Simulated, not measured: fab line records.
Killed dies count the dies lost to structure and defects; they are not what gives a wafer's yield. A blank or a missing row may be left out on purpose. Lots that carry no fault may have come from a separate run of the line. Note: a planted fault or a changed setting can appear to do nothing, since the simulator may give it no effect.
fab line records	flow sky130
record: lots: 6	wafers: 18	last_day: 50
route steps=708 shown VIA2@525 METAL3@532 CAPM@537 PAD_OPEN@708
lots with no fault: from the same line, run without faults
start_h: start of the lot's first displayed wafer, in hours after the record's first day	wait_h: hours from the lot's prior step to this one	" same as the row above	L1.1+2: a single row standing in for several wafers	- no value present, or no start provided	* or withheld: withheld	< > ~ a bound
route shown NAME@n: names a module that has steps shown in the file, with the first one's number in the route	usual: mean and standard deviation over wafers with no fault	same: alike in all rows	chamber/n: place in a boat	sites: the reading at each site	_std_site: their standard deviation	_edge_site: outer sites' mean less inner sites'	radius_mm: how far each site lies from the wafer's centre	mask NAME#n: copy n	behind: the last tool/chamber to shape the wafer	hold: cause of the lot's hold/its duration in hours/its outcome	device: which transistor (n, p or np) failed to switch	end of line: tests run on the same wafers once the route is complete	a step without rows: its recipe alone	killed: at the first sort, the dies lost to defects and structure; wafer yield is something else	map: the dies of a wafer, with x for killed, . for not killed, _ for no die there
set.NAME: setting as actually run; set.NAME@STEP: the setting as run at that earlier step	model.NAME: the simulator's own value behind a step, which no gauge read
lots at selected steps of the route; one table per step, one row per wafer
services: when a tool's chamber went out of use (start_h, in hours from the record's first day, below 0 if earlier), for how many hours, and the reason
== steps ==
step: SKY_VIA2_CLEAN_18
recipe: chemistry: IPA	time_s: 180	temp_c: 25
step: SKY_VIA2_CLEAN_19
recipe: chemistry: O3/DIW	dry: n2_spin
step: SKY_VIA2_SPUTTER_20
recipe: material: TiN	target_thk_nm: 20	chamber_pressure_pa: 5	power_w: 4000	time_s: 80
usual: throttle_valve_pct: 29.7/0.95
lot.wafer	tool	chamber	start_h	wait_h	throttle_valve_pct
L467.2	pvd_sputter-03	-	874.00	0.0	30.2
L467.3	"	-	"	"	29.6
L467.4	"	-	"	"	29.4
L468.1	pvd_sputter-02	-	883.10	0.0	32.0
L468.4	"	-	"	"	29.2
L468.5	"	-	"	"	29.1
L472.3	pvd_sputter-01	-	926.69	0.0	28.5
L472.5	"	-	"	"	29.4
L472.6	"	-	"	"	28.1
L481.3	pvd_sputter-03	-	986.54	0.0	29.8
L481.4	"	-	"	"	30.5
L481.5	"	-	"	"	31.0
L482.4	pvd_sputter-03	-	992.79	0.0	29.7
L482.5	"	-	"	"	29.5
L482.6	"	-	"	"	29.4
L483.1	pvd_sputter-03	-	994.54	0.0	30.5
L483.2	"	-	"	"	31.3
L483.3	"	-	"	"	29.8
step: SKY_VIA2_CVD_21
recipe: material: W	target_thk_nm: 420	time_s: 126.4	temp_c: 403.3	pressure_torr: 40
step: SKY_VIA2_RS_MEAS_22
recipe: thk_meas_gauge: four-point-probe	reads: W_of_VIA2_CVD_21+TiN_of_VIA2_SPUTTER_20
usual: VIA2_W_RS: 0.2562/0.0022
lot.wafer	tool	chamber	start_h	wait_h	VIA2_W_RS[ohm/sq]
L467.2	film_metro-01	-	874.21	0.1	0.2537
L467.3	"	-	"	"	0.2550
L467.4	"	-	"	"	0.2546
L468.1	film_metro-01	-	883.29	0.1	0.2573
L468.4	"	-	"	"	0.2568
L468.5	"	-	"	"	0.2566
L472.3	film_metro-01	-	926.92	0.1	0.2567
L472.5	"	-	"	"	0.2578
L472.6	"	-	"	"	0.2527
L481.3	film_metro-03	-	986.77	0.1	0.2551
L481.4	"	-	"	"	0.2526
L481.5	"	-	"	"	0.2548
L482.4	film_metro-03	-	993.04	0.1	0.2540
L482.5	"	-	"	"	0.2541
L482.6	"	-	"	"	0.2552
L483.1	film_metro-02	-	994.73	0.1	0.2551
L483.2	"	-	"	"	0.2543
L483.3	"	-	"	"	0.2565
step: SKY_VIA2_THK_MEAS_23
recipe: thk_meas_gauge: xrf	reads: W_of_VIA2_CVD_21
usual: VIA2_W_THK: 446/4.8
lot.wafer	tool	chamber	start_h	wait_h	VIA2_W_THK[nm]
L467.2	film_metro-01	-	874.32	0.1	449
L467.3	"	-	"	"	447
L467.4	"	-	"	"	449
L468.1	film_metro-01	-	883.41	0.1	444
L468.4	"	-	"	"	442
L468.5	"	-	"	"	442
L472.3	film_metro-01	-	927.02	0.1	443
L472.5	"	-	"	"	439
L472.6	"	-	"	"	451
L481.3	film_metro-03	-	986.87	0.1	448
L481.4	"	-	"	"	448
L481.5	"	-	"	"	449
L482.4	film_metro-03	-	993.13	0.1	449
L482.5	"	-	"	"	445
L482.6	"	-	"	"	444
L483.1	film_metro-02	-	994.85	0.1	447
L483.2	"	-	"	"	446
L483.3	"	-	"	"	445
step: SKY_VIA2_CMP_24
recipe: stop_on: SiO2	t_overpolish_s: 20	down_force_psi: 3.5	platen_rpm: 60	target_thk_nm: 0	pad_velocity_m_s: 0.94248
usual: motor_current_A: 11.7/0.77	overpolish_run_s: 20.000/0.0086	time_to_endpoint_s: 109/3.8
lot.wafer	tool	chamber	start_h	wait_h	motor_current_A	overpolish_run_s	time_to_endpoint_s
L467.3	cmp-01	0	874.37	0.0	11.6	20.020	108
L467.4	"	1	"	"	11.8	20.003	113
L467.2	"	3	"	"	12.9	19.988	109
L468.4	cmp-02	3	883.77	0.3	11.3	20.004	108
L468.1	"	0	"	"	10.8	19.999	109
L468.5	"	1	"	"	12.2	20.007	106
L472.3	cmp-01	3	927.21	0.2	14.3	20.012	109
L472.5	"	0	"	"	10.9	20.005	112
L472.6	"	1	"	"	12.0	19.992	122
L481.3	cmp-02	0	986.96	0.1	11.0	19.997	110
L481.4	"	1	"	"	12.4	19.982	107
L481.5	"	0	"	"	10.9	20.002	109
L482.4	cmp-01	3	993.26	0.1	12.9	19.980	107
L482.6	"	1	"	"	11.3	19.992	112
L482.5	"	2	"	"	10.8	19.987	107
L483.3	cmp-01	3	994.96	0.1	12.7	19.995	108
L483.1	"	0	"	"	11.8	19.987	112
L483.2	"	1	"	"	11.6	20.001	116
step: SKY_METAL3_SPUTTER_00
recipe: material: Ti	target_thk_nm: 15	power_w: 3000	time_s: 10	chamber_pressure_pa: 0.4
step: SKY_METAL3_SPUTTER_01
recipe: material: TiN	target_thk_nm: 20	power_w: 6500	time_s: 16.7	chamber_pressure_pa: 0.4
usual: throttle_valve_pct: 29.5/1.1
lot.wafer	tool	chamber	start_h	wait_h	throttle_valve_pct
L467.2	pvd_sputter-01	-	874.69	0.0	28.1
L467.3	"	-	"	"	29.7
L467.4	"	-	"	"	28.6
L468.1	pvd_sputter-03	-	883.99	0.0	29.6
L468.4	"	-	"	"	30.6
L468.5	"	-	"	"	31.2
L472.3	pvd_sputter-01	-	927.39	0.0	28.0
L472.5	"	-	"	"	28.5
L472.6	"	-	"	"	29.5
L481.3	pvd_sputter-04	-	987.23	0.0	29.0
L481.4	"	-	"	"	27.6
L481.5	"	-	"	"	31.0
L482.4	pvd_sputter-01	-	993.48	0.0	29.5
L482.5	"	-	"	"	29.1
L482.6	"	-	"	"	29.9
L483.1	pvd_sputter-01	-	995.23	0.0	29.3
L483.2	"	-	"	"	29.5
L483.3	"	-	"	"	28.3
step: SKY_METAL3_SPUTTER_02
recipe: material: AlCu	target_thk_nm: 735	power_w: 10600	time_s: 39.1	chamber_pressure_pa: 0.4
step: SKY_METAL3_SPUTTER_03
recipe: material: Ti	target_thk_nm: 5	power_w: 3000	time_s: 3.3	chamber_pressure_pa: 0.4
usual: throttle_valve_pct: 29.5/1.1
lot.wafer	tool	chamber	start_h	wait_h	throttle_valve_pct
L467.2	pvd_sputter-01	-	874.76	0.0	28.0
L467.3	"	-	"	"	29.2
L467.4	"	-	"	"	28.7
L468.1	pvd_sputter-03	-	884.06	0.0	29.5
L468.4	"	-	"	"	30.4
L468.5	"	-	"	"	31.2
L472.3	pvd_sputter-01	-	927.45	0.0	28.0
L472.5	"	-	"	"	28.6
L472.6	"	-	"	"	29.5
L481.3	pvd_sputter-04	-	987.29	0.0	29.0
L481.4	"	-	"	"	27.6
L481.5	"	-	"	"	31.1
L482.4	pvd_sputter-01	-	993.55	0.0	29.7
L482.5	"	-	"	"	29.3
L482.6	"	-	"	"	29.5
L483.1	pvd_sputter-01	-	995.30	0.0	29.7
L483.2	"	-	"	"	29.7
L483.3	"	-	"	"	28.1
step: SKY_METAL3_SPUTTER_04
recipe: material: TiN	target_thk_nm: 70	power_w: 6500	time_s: 58.3	chamber_pressure_pa: 0.4
step: SKY_CAPM_CVD_00
recipe: material: SiO2	target_thk_nm: 15.5	temp_c: 400	time_s: withheld	rf_w: 450
usual: heater_power_outer_w: 468/60	heater_power_w: 774/99	rf_fwd_power_W: 441.6/2.4
lot.wafer	tool	chamber	start_h	wait_h	heater_power_outer_w	heater_power_w	rf_fwd_power_W
L467.2	pecvd-03	2	874.82	0.0	-	-	-
L467.3	"	0	"	"	-	-	-
L467.4	"	2	"	"	-	-	-
L468.1	pecvd-02	1	884.12	0.0	-	-	-
L468.4	"	2	"	"	-	-	-
L468.5	"	1	"	"	-	-	-
L472.3	pecvd-02	1	927.52	0.0	365	679	442.8
L472.5	"	1	"	"	368	665	442.5
L472.6	"	2	"	"	414	632	443.0
L481.3	pecvd-03	0	987.36	0.0	554	880	442.6
L481.4	"	1	"	"	527	861	443.5
L481.5	"	0	"	"	549	872	444.4
L482.4	pecvd-01	1	993.62	0.0	354	619	441.7
L482.5	"	2	"	"	411	670	443.7
L482.6	"	0	"	"	502	847	439.7
L483.1	pecvd-03	2	995.36	0.0	401	784	441.5
L483.2	"	1	"	"	475	782	442.6
L483.3	"	0	"	"	513	842	442.3
step: SKY_CAPM_SPUTTER_02
recipe: material: TiN	target_thk_nm: 200	temp_c: 300	power_w: 6500	time_s: 166.7	chamber_pressure_pa: 0.4
usual: throttle_valve_pct: 29.8/1.3
lot.wafer	tool	chamber	start_h	wait_h	throttle_valve_pct
L467.2	pvd_sputter-04	-	874.91	0.0	30.0
L467.3	"	-	"	"	27.5
L467.4	"	-	"	"	31.2
L468.1	pvd_sputter-02	-	884.22	0.1	32.1
L468.4	"	-	"	"	29.4
L468.5	"	-	"	"	28.7
L472.3	pvd_sputter-03	-	927.60	0.0	29.2
L472.5	"	-	"	"	30.6
L472.6	"	-	"	"	29.3
L481.3	pvd_sputter-03	-	987.44	0.0	29.6
L481.4	"	-	"	"	31.3
L481.5	"	-	"	"	31.3
L482.4	pvd_sputter-04	-	993.69	0.0	28.9
L482.5	"	-	"	"	31.0
L482.6	"	-	"	"	27.5
L483.1	pvd_sputter-04	-	995.44	0.1	28.9
L483.2	"	-	"	"	29.5
L483.3	"	-	"	"	31.3
step: SKY_PAD_OPEN_PROBE_99
usual: defect_limited_yield: 82.9/1.7	killed_at_M0_to_M3: 42/6.7	killed_at_M4_up: 3.4/2	killed_at_contacts: 24/5.1	killed_at_front_end: 14/4.2	killed_at_other: 0.2/0.49	killed_dies: 84/8.4	killed_on_rim: 17/3.6	killed_open: 46/7	killed_short: 39/5.8	sort_bin_3_pad_short: 0.8/0.42	sort_bin_5_function: 10.2/1.3	sort_bin_6_memory: 6.1/1	sort_n_pass: 408/8.4	sort_yield_pct: 82.9/1.7
same: gross_dies: 492	killed_at_back_side: 0	sort_bin_4_leakage[%]: 0	sort_bin_8_speed[%]: 0
lot.wafer	tool	chamber	start_h	wait_h	defect_limited_yield[%]	killed_at_M0_to_M3	killed_at_M4_up	killed_at_contacts	killed_at_front_end	killed_at_other	killed_dies	killed_on_rim	killed_open	killed_short	sort_bin_3_pad_short[%]	sort_bin_5_function[%]	sort_bin_6_memory[%]	sort_n_pass	sort_yield_pct[%]
L467.2	prober-01	-	1096.87	0.1	0	36	2	23	15	416	492	96	34	42	1.2	94.3	4.5	0	0
L467.3	prober-01	-	1096.92	0.2	0	41	1	26	14	410	492	96	57	26	0.2	92.9	6.9	0	0
L467.4	prober-01	-	1096.97	0.2	0	45	4	22	14	407	492	96	45	41	0.4	93.1	6.5	0	0
L468.1	prober-02	-	1105.61	0.1	0	40	3	20	11	418	492	96	41	33	0.8	93.1	6.1	0	0
L468.4	prober-02	-	1105.76	0.2	0	27	6	27	17	415	492	96	50	28	1.2	92.3	6.5	0	0
L468.5	prober-02	-	1105.81	0.2	0	39	5	25	7	416	492	96	45	31	0.6	93.5	5.9	0	0
L472.3	prober-01	-	1136.76	0.2	83.7	38	5	26	11	0	80	16	45	35	0.6	9.8	5.9	412	83.7
L472.5	prober-01	-	1136.86	0.2	83.3	38	5	26	12	1	82	22	43	39	0.2	10.0	6.5	410	83.3
L472.6	prober-01	-	1136.91	0.2	84.1	31	5	28	14	0	78	19	43	35	1.2	9.3	5.3	414	84.1
L481.3	prober-01	-	1183.86	0.2	80.5	47	3	20	25	1	96	17	58	38	1.6	12.0	5.9	396	80.5
L481.4	prober-01	-	1183.91	0.2	83.7	46	3	19	12	0	80	16	43	37	0.8	10.0	5.5	412	83.7
L481.5	prober-01	-	1183.96	0.2	82.3	41	3	25	18	0	87	15	47	40	0.2	10.2	7.3	405	82.3
L482.4	prober-02	-	1187.40	0.2	82.7	45	5	24	11	0	85	15	50	35	1.4	11.6	4.3	407	82.7
L482.5	prober-02	-	1187.45	0.2	81.9	38	6	28	16	1	89	22	45	44	1.2	10.6	6.3	403	81.9
L482.6	prober-02	-	1187.50	0.2	85.2	29	1	27	16	0	73	11	40	33	0.8	8.5	5.5	419	85.2
L483.1	prober-01	-	1188.60	0.1	83.7	39	3	23	15	0	80	12	48	32	0.4	10.0	5.9	412	83.7
L483.2	prober-01	-	1188.65	0.1	84.1	38	2	23	15	0	78	11	42	36	0.8	9.1	5.9	414	84.1
L483.3	prober-01	-	1188.70	0.2	85.2	39	0	18	14	2	73	12	37	36	0.8	9.1	4.9	419	85.2
killed by level:class
L467.2 CAPM:area_cvd=416 METAL2:geometric_particle:short=8 VIA3:geometric_particle:open=8 CONTACT:geometric_particle:short=8 VIA1:geometric_particle:open=6 LI_CONTACT:geometric_particle:short=6 POLY_GATE:geometric_particle:short=5 LI_CONTACT:geometric_particle:open=5
L467.3 CAPM:area_cvd=409 CONTACT:geometric_particle:open=10 LI_CONTACT:geometric_particle:open=8 VIA3:geometric_particle:open=8 VIA1:geometric_particle:open=7 VIA2:geometric_particle:open=7 POLY_GATE:geometric_particle:open=6 METAL2:geometric_particle:short=5
L467.4 CAPM:area_cvd=406 VIA1:geometric_particle:open=12 VIA3:geometric_particle:open=10 CONTACT:geometric_particle:open=9 METAL2:geometric_particle:short=8 POLY_GATE:geometric_particle:short=6 FIELD_ISO:geometric_particle:open=4 LOCAL_INTERCONNECT:geometric_particle:short=4
L468.1 CAPM:area_cvd=418 VIA3:geometric_particle:open=9 VIA1:geometric_particle:open=8 CONTACT:geometric_particle:open=6 METAL1:geometric_particle:short=5 LI_CONTACT:geometric_particle:open=5 VIA1:geometric_particle:short=5 POLY_GATE:geometric_particle:short=4
L468.4 CAPM:area_cvd=414 CONTACT:geometric_particle:open=11 LI_CONTACT:geometric_particle:open=7 VIA1:geometric_particle:open=7 FIELD_ISO:geometric_particle:open=6 POLY_GATE:geometric_particle:open=5 METAL4:geometric_particle:short=4 LOCAL_INTERCONNECT:geometric_particle:short=4
L468.5 CAPM:area_cvd=416 VIA2:geometric_particle:open=11 CONTACT:geometric_particle:open=9 LI_CONTACT:geometric_particle:open=8 VIA1:geometric_particle:short=8 VIA3:geometric_particle:open=5 METAL4:geometric_particle:short=5 VIA3:geometric_particle:short=4
L472.3 CONTACT:geometric_particle:open=13 VIA3:geometric_particle:open=10 VIA1:geometric_particle:open=7 CONTACT:geometric_particle:short=6 VIA1:geometric_particle:short=6 LI_CONTACT:geometric_particle:open=5 FIELD_ISO:geometric_particle:open=4 FIELD_ISO:geometric_particle:short=3
L472.5 CONTACT:geometric_particle:open=9 LI_CONTACT:geometric_particle:open=8 VIA1:geometric_particle:open=8 METAL1:geometric_particle:short=6 LOCAL_INTERCONNECT:geometric_particle:short=5 VIA3:geometric_particle:open=5 METAL2:geometric_particle:short=5 METAL3:geometric_particle:short=4
L472.6 LI_CONTACT:geometric_particle:open=13 VIA1:geometric_particle:open=8 POLY_GATE:geometric_particle:short=6 CONTACT:geometric_particle:open=6 CONTACT:geometric_particle:short=5 METAL1:geometric_particle:short=4 VIA2:geometric_particle:short=4 VIA3:geometric_particle:open=4
L481.3 VIA1:geometric_particle:open=12 METAL1:geometric_particle:short=10 LI_CONTACT:geometric_particle:open=9 CONTACT:geometric_particle:open=7 VIA1:geometric_particle:short=6 METAL2:geometric_particle:short=6 FIELD_ISO:geometric_particle:open=5 POLY_GATE:geometric_particle:open=5
L481.4 VIA3:geometric_particle:open=8 VIA2:geometric_particle:open=7 VIA1:geometric_particle:open=7 METAL2:geometric_particle:short=5 POLY_GATE:geometric_particle:open=4 LI_CONTACT:geometric_particle:short=4 LI_CONTACT:geometric_particle:open=4 LOCAL_INTERCONNECT:geometric_particle:short=4
L481.5 CONTACT:geometric_particle:open=8 VIA3:geometric_particle:open=7 LI_CONTACT:geometric_particle:open=7 METAL1:geometric_particle:short=6 METAL2:geometric_particle:short=6 VIA2:geometric_particle:open=6 FIELD_ISO:geometric_particle:open=5 CONTACT:geometric_particle:short=5
L482.4 VIA1:geometric_particle:open=10 CONTACT:geometric_particle:open=8 VIA3:geometric_particle:open=8 LI_CONTACT:geometric_particle:open=7 VIA2:geometric_particle:open=6 VIA1:geometric_particle:short=6 METAL2:geometric_particle:short=6 METAL4:geometric_particle:short=4
L482.5 CONTACT:geometric_particle:short=9 CONTACT:geometric_particle:open=7 VIA3:geometric_particle:open=7 FIELD_ISO:geometric_particle:open=6 VIA2:geometric_particle:open=6 METAL4:geometric_particle:short=6 LI_CONTACT:geometric_particle:open=5 VIA1:geometric_particle:open=5
L482.6 VIA1:geometric_particle:open=8 LI_CONTACT:geometric_particle:open=8 CONTACT:geometric_particle:open=8 CONTACT:geometric_particle:short=6 POLY_GATE:geometric_particle:short=5 LI_CONTACT:geometric_particle:short=5 VIA1:geometric_particle:short=5 FIELD_ISO:geometric_particle:open=4
L483.1 CONTACT:geometric_particle:open=10 VIA2:geometric_particle:open=10 VIA3:geometric_particle:open=7 FIELD_ISO:geometric_particle:open=5 VIA1:geometric_particle:short=5 METAL1:geometric_particle:open=4 VIA1:geometric_particle:open=4 FIELD_ISO:geometric_particle:short=3
L483.2 CONTACT:geometric_particle:open=10 FIELD_ISO:geometric_particle:open=5 LI_CONTACT:geometric_particle:open=5 METAL1:geometric_particle:short=5 VIA1:geometric_particle:open=5 VIA2:geometric_particle:short=5 VIA1:geometric_particle:short=5 VIA3:geometric_particle:open=4
L483.3 VIA3:geometric_particle:open=11 CONTACT:geometric_particle:open=7 POLY_GATE:geometric_particle:short=6 LI_CONTACT:geometric_particle:open=6 VIA3:geometric_particle:short=6 METAL2:geometric_particle:short=4 METAL3:geometric_particle:short=4 POLY_GATE:geometric_particle:open=3
map L467.2 (x killed, . not)
__________xxxxxxxxxx_________
________xxxxxxxxxxxxxx_______
______xxxxxxxxxxxxxxxxxx_____
_____xxxxxxxxxxxxxxxxxxxx____
____xxxxxxxxxxxxxxxxxxxxxx___
___xxxxxxxxxxxxxxxxxxxxxxxx__
__xxxxxxxxxxxxxxxxxxxxxxxxxx_
_xxxxxxxxxxxxxxxxxxxxxxxxxxxx
_xxxxxxxxxxxxxxxxxxxxxxxxxxxx
_xxxxxxxxxxxxxxxxxxxxxxxxxxxx
_xxxxxxxxxxxxxxxxxxxxxxxxxxxx
_xxxxxxxxxxxxxxxxxxxxxxxxxxxx
_xxxxxxxxxxxxxxxxxxxxxxxxxxxx
_xxxxxxxxxxxxxxxxxxxxxxxxxxxx
_xxxxxxxxxxxxxxxxxxxxxxxxxxxx
__xxxxxxxxxxxxxxxxxxxxxxxxxx_
___xxxxxxxxxxxxxxxxxxxxxxxx__
____xxxxxxxxxxxxxxxxxxxxxx___
_____xxxxxxxxxxxxxxxxxxxx____
______xxxxxxxxxxxxxxxxxx_____
________xxxxxxxxxxxxxx_______
__________xxxxxxxxxx_________
map L468.1 (x killed, . not)
__________xxxxxxxxxx_________
________xxxxxxxxxxxxxx_______
______xxxxxxxxxxxxxxxxxx_____
_____xxxxxxxxxxxxxxxxxxxx____
____xxxxxxxxxxxxxxxxxxxxxx___
___xxxxxxxxxxxxxxxxxxxxxxxx__
__xxxxxxxxxxxxxxxxxxxxxxxxxx_
_xxxxxxxxxxxxxxxxxxxxxxxxxxxx
_xxxxxxxxxxxxxxxxxxxxxxxxxxxx
_xxxxxxxxxxxxxxxxxxxxxxxxxxxx
_xxxxxxxxxxxxxxxxxxxxxxxxxxxx
_xxxxxxxxxxxxxxxxxxxxxxxxxxxx
_xxxxxxxxxxxxxxxxxxxxxxxxxxxx
_xxxxxxxxxxxxxxxxxxxxxxxxxxxx
_xxxxxxxxxxxxxxxxxxxxxxxxxxxx
__xxxxxxxxxxxxxxxxxxxxxxxxxx_
___xxxxxxxxxxxxxxxxxxxxxxxx__
____xxxxxxxxxxxxxxxxxxxxxx___
_____xxxxxxxxxxxxxxxxxxxx____
______xxxxxxxxxxxxxxxxxx_____
________xxxxxxxxxxxxxx_______
__________xxxxxxxxxx_________
== services ==
tool	chamber	start_h	hours	kind
pvd_sputter-02	-	850.15	3.1	repair
cmp-01	-	863.16	3.6	pm
cmp-02	-	873.21	6.1	pm
pvd_sputter-02	-	875.12	3.2	repair
cmp-01	-	879.30	8.8	pm
pecvd-02	0	880.23	7.7	repair
pvd_sputter-01	0	882.92	-	consumable_replace:kit
pvd_sputter-01	0	882.92	18.0	scheduled_down
pvd_sputter-01	0	882.92	18.0	vent_cycle
pvd_sputter-04	-	883.49	6.7	repair
pvd_sputter-03	-	899.86	5.1	repair
pvd_sputter-01	-	900.93	0.5	repair
cmp-01	-	912.00	4.0	pm
cmp-01	-	925.33	0.3	repair
cmp-02	-	925.73	2.8	repair
pecvd-01	-	925.87	1.1	repair
pvd_sputter-04	3	926.82	-	consumable_replace:kit
pecvd-01	0	939.61	7.1	repair
pecvd-01	-	944.46	0.4	repair
pvd_sputter-01	-	952.13	3.7	repair
pecvd-01	-	964.74	1.8	repair
cmp-02	-	971.07	0.4	repair
pvd_sputter-02	-	980.88	2.7	repair
pecvd-01	1	981.51	2.5	repair
== key ==
first_sign: step: SKY_CAPM_CVD_00	reading: tool_record	direction: missing
effect: step: SKY_PAD_OPEN_PROBE_99	reading: killed_at_other	direction: up	sigmas: 99+	usual: 0.2	struck: 413.7
more_kills_born_at: SKY_CAPM_CVD_00@pecvd-02: 1248	SKY_CAPM_CVD_00@pecvd-03: 1231
met_at SKY_CAPM_CVD_00
struck_wafers L467.2,L467.3,L467.4,L468.1,L468.4,L468.5
later_rows_left_out L467.2,L467.3,L467.4,L468.1,L468.4,L468.5
fault: kind: skipped_step_whole	tool: pecvd-02,pecvd-03	chamber: -	onset_h: 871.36	steps: SKY_CAPM_CVD_00	scope: struck_lots_only
later_rows_left_out: the simulator's readings of these wafers behind a module that went badly wrong aren't trusted and aren't shown, but for the sort
